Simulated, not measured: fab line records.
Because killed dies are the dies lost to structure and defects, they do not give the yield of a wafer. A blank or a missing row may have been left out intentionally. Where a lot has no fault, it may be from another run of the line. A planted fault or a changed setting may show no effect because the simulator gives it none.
Which tool did it?    flow sky130    Sampling: 6 lots, 18 wafers, 2 of 708 route steps

== WHAT EACH GAUGE READ, for each wafer ==
SKY_METAL4_OVL_MEAS_14.
lot   measured      on          METAL4_OVL (nm)
L449  day 42 06:41  overlay-01  -1 -3 -5
L453  day 43 05:24  overlay-02  -8 -7 -5
L455  day 43 22:31  overlay-02  5 -2 -9
L464  day 46 17:21  overlay-02  -11 -2 -8
L467  day 46 23:31  overlay-02  -9 -12 -12
L469  day 48 00:39  overlay-01  -7 2 -6

== WHAT TOOL EACH LOT RAN ON (gives the tool, then ch and the chambers of the sampled wafers, and finally the start) ==
lot   SKY_VIA3_ETCH_15
L449  rie_diel-01 ch 0,1,3, day 40 02:57
L453  rie_diel-02 ch 0,2, day 41 03:07
L455  rie_diel-01 ch 0,2, day 41 21:40
L464  rie_diel-01 ch 0,2, day 44 20:28
L467  rie_diel-03 ch 0,2,3, day 45 03:12
L469  rie_diel-01 ch 0,1, day 46 07:00
- SKY_VIA3_ETCH_15: etches SiO2 in C4F8/O2/Ar, stops on TiN, target depth 507 nm, time 78 s.

== THE ANSWER, worked out from the rows above alone ==
Rule: the lots themselves supply what counts as usual. Put in order of their means at a reading, lots are off if they are a third of the lots or fewer, leave a main group of 4 or more, and stand apart from it by a gap of 3 or more times the standard deviation of the main group's means; of several such gaps the widest counts. The tables above print the reading to a certain number of digits; a main group whose means all agree to those digits is not used. Also off: a lot with no number at a reading for which 4 or more lots have one. All remaining lots with rows at the step are treated as sound.
None of the lots is off at any reading shown; this tells nothing.

== WHAT THE SIMULATOR HAD INSERTED ==
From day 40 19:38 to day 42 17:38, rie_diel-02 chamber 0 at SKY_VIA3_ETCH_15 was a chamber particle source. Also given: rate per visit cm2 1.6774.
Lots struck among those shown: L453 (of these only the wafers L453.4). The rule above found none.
